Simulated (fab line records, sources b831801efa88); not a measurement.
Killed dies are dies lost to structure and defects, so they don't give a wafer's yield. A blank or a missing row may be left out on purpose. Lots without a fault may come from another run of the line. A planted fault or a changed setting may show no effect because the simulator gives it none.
Split-lot experiment | flow gf180mcu | 5 lots, 23 wafers read, on a route of 602 steps

THE SPLIT
At GF_M4_PEB_12 (peb time 90 s), the setting peb_temp_c was moved away from the recipe's 135 C on 9 of the 23 wafers read, by -2.1% to +2.9%. The other wafers ran this setting at the recipe's value.

FROM THE SPLIT TO THE READING: what the file shows between them, 1 step
- GF_M4_DEVELOP_13: develop time 60 s

THE READING
cd_nm, in nm, at GF_M4_CD_MEAS_14 (target cd 280 nm). Fault-free wafers of this fab line usually give 279.9 nm, standard deviation 1 nm.

wafer  | tool, chamber at the split | peb_temp_c as run, C | against the recipe | cd_nm, nm | against lot-mates on the recipe
L074.1 | litho_track-02, 0          | 137.5                | +1.9%              | 271.7     | -7.3
L074.2 | litho_track-02, 0          | 137.5                | +1.9%              | 272.6     | -6.4
L074.4 | litho_track-02, 0          | 135                  | recipe             | 278.6     | -
L074.5 | litho_track-02, 0          | 135                  | recipe             | 279.3     | -
L074.6 | litho_track-02, 0          | 137.5                | +1.9%              | 272.1     | -6.9
L075.1 | litho_track-02, 0          | 135                  | recipe             | 280.7     | -
L075.5 | litho_track-02, 0          | 135                  | recipe             | 281.3     | -
L075.6 | litho_track-02, 0          | 135                  | recipe             | 281.1     | -
L078.1 | litho_track-03, 0          | 138.9                | +2.9%              | 271.7     | -8.7
L078.3 | litho_track-03, 0          | 135                  | recipe             | 280.5     | -
L078.4 | litho_track-03, 0          | 138.9                | +2.9%              | 272.3     | -8.1
L078.5 | litho_track-03, 0          | 135                  | recipe             | 280.3     | -
L078.6 | litho_track-03, 0          | 138.9                | +2.9%              | 270.9     | -9.5
L079.1 | litho_track-01, 0          | 135                  | recipe             | 278.6     | -
L079.3 | litho_track-01, 0          | 135                  | recipe             | 278.6     | -
L079.4 | litho_track-01, 0          | 135                  | recipe             | 279.6     | -
L079.5 | litho_track-01, 0          | 135                  | recipe             | 279.6     | -
L079.6 | litho_track-01, 0          | 135                  | recipe             | 279.7     | -
L085.1 | litho_track-03, 0          | 135                  | recipe             | 279.0     | -
L085.3 | litho_track-03, 0          | 132.2                | -2.1%              | 288.6     | +8.9
L085.4 | litho_track-03, 0          | 132.2                | -2.1%              | 288.5     | +8.8
L085.5 | litho_track-03, 0          | 132.2                | -2.1%              | 287.9     | +8.2
L085.6 | litho_track-03, 0          | 135                  | recipe             | 280.4     | -

THE FIT
A straight line over all 23 wafers: cd_nm changes by -3.5 nm for each +1% of peb_temp_c; r = -0.97; the points scatter about the line by 1.2 nm.
The same after taking each lot's own level away (the mean of its wafers on the recipe; 23 wafers): -3.53 nm for each +1%; r = -0.99; scatter 0.8 nm.
On that fit, the largest move of peb_temp_c shifts the reading by 10 nm.
The lots' own levels span 278.95 to 281.03 nm, that is 2.1 times the standard deviation above.
So the lot-to-lot level changes the slope little: the two slopes agree.
Check: with one of the wafers moved furthest among these (+2.9%) left out of the fit, the line predicts -10.1 nm for it against its lot-mates. It came out at -8.7 nm against them.

OTHER SPLITS ON THESE WAFERS
These wafers also went through other splits before the reading. Each is held against what the fit with the lots' levels taken away leaves over:
other split on the same wafers       | wafers away from the commonest value | r with cd_nm (lot level and that fit taken away)
GF_M4_SPUTTER_02 chamber_pressure_pa | 18                                   | +0.25

THE FILE'S OWN FIT
cd_nm changes by -3.47 nm for each +1% of peb_temp_c, r = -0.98.
